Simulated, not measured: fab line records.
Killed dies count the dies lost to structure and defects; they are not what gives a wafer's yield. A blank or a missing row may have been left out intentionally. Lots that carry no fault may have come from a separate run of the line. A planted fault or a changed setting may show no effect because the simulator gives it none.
Chamber matching || flow sfqLine || 4 sister chambers for SFQ_TRILAYER_I0_VIA_ETCH_VIA_ETCH_034 on rieDiel-02
The step etches SiO2 in CHF3, stops on Nb, target depth 260 nm. 8 wafers are shown with their chamber, then 7 later ones without.

== EACH WAFER AND ITS CHAMBER ==
{"wafer": "L789.2", "chamber": 3, "drypumpMotorCurrentA (A)": 5.9, "oesProductAu (a.u.)": 0.850}
{"wafer": "L791.1", "chamber": 0, "drypumpMotorCurrentA (A)": 5.5, "oesProductAu (a.u.)": 0.859}
{"wafer": "L791.4", "chamber": 3, "drypumpMotorCurrentA (A)": 5.9, "oesProductAu (a.u.)": 0.862}
{"wafer": "L793.1", "chamber": 2, "drypumpMotorCurrentA (A)": 5.8, "oesProductAu (a.u.)": 0.854}
{"wafer": "L793.2", "chamber": 1, "drypumpMotorCurrentA (A)": 6.1, "oesProductAu (a.u.)": 0.847}
{"wafer": "L793.3", "chamber": 0, "drypumpMotorCurrentA (A)": 5.6, "oesProductAu (a.u.)": 0.856}
{"wafer": "L794.2", "chamber": 2, "drypumpMotorCurrentA (A)": 5.9, "oesProductAu (a.u.)": 0.845}
{"wafer": "L794.3", "chamber": 1, "drypumpMotorCurrentA (A)": 6.1, "oesProductAu (a.u.)": 0.850}

== WAFERS WITH NO CHAMBER GIVEN ==
{"wafer": "L794.4", "drypumpMotorCurrentA (A)": 5.8, "oesProductAu (a.u.)": 0.852}
{"wafer": "L797.2", "drypumpMotorCurrentA (A)": 5.8, "oesProductAu (a.u.)": 0.854}
{"wafer": "L797.5", "drypumpMotorCurrentA (A)": 6.1, "oesProductAu (a.u.)": 0.855}
{"wafer": "L797.6", "drypumpMotorCurrentA (A)": 5.9, "oesProductAu (a.u.)": 0.846}
{"wafer": "L811.1", "drypumpMotorCurrentA (A)": 5.8, "oesProductAu (a.u.)": 0.848}
{"wafer": "L811.2", "drypumpMotorCurrentA (A)": 5.5, "oesProductAu (a.u.)": 0.851}
{"wafer": "L811.4", "drypumpMotorCurrentA (A)": 6.1, "oesProductAu (a.u.)": 0.856}

== THE CHAMBER EACH PASSED THROUGH ==
{"wafer": "L794.4", "from the rows above": "can't be placed: 2 or 3", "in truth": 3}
{"wafer": "L797.2", "from the rows above": "can't be placed: 2 or 3", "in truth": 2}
{"wafer": "L797.5", "from the rows above": 1, "in truth": 1}
{"wafer": "L797.6", "from the rows above": "can't be placed: 2 or 3", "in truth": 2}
{"wafer": "L811.1", "from the rows above": "can't be placed: 2 or 3", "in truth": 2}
{"wafer": "L811.2", "from the rows above": 0, "in truth": 0}
{"wafer": "L811.4", "from the rows above": 1, "in truth": 1}
Placed correctly: 3 of 7. These rows do not allow placing 4 (true chamber among the candidates in 4). 0 placed wrongly.
How it was worked out, from the rows above alone: a wafer's distance from a chamber is the root of the sum, over the readings, of the square of ((its reading less the chamber's mean) divided by the reading's scatter). If the next closest chamber is less than 2 further off than the closest, the wafer can't be placed; otherwise it belongs to the closest. Each chamber's mean is taken over the wafers shown for it. How the scatter is found: for the shown wafers, subtract from each reading the mean of its chamber, square and add these, divide the total by (wafers less chambers), then take the root.
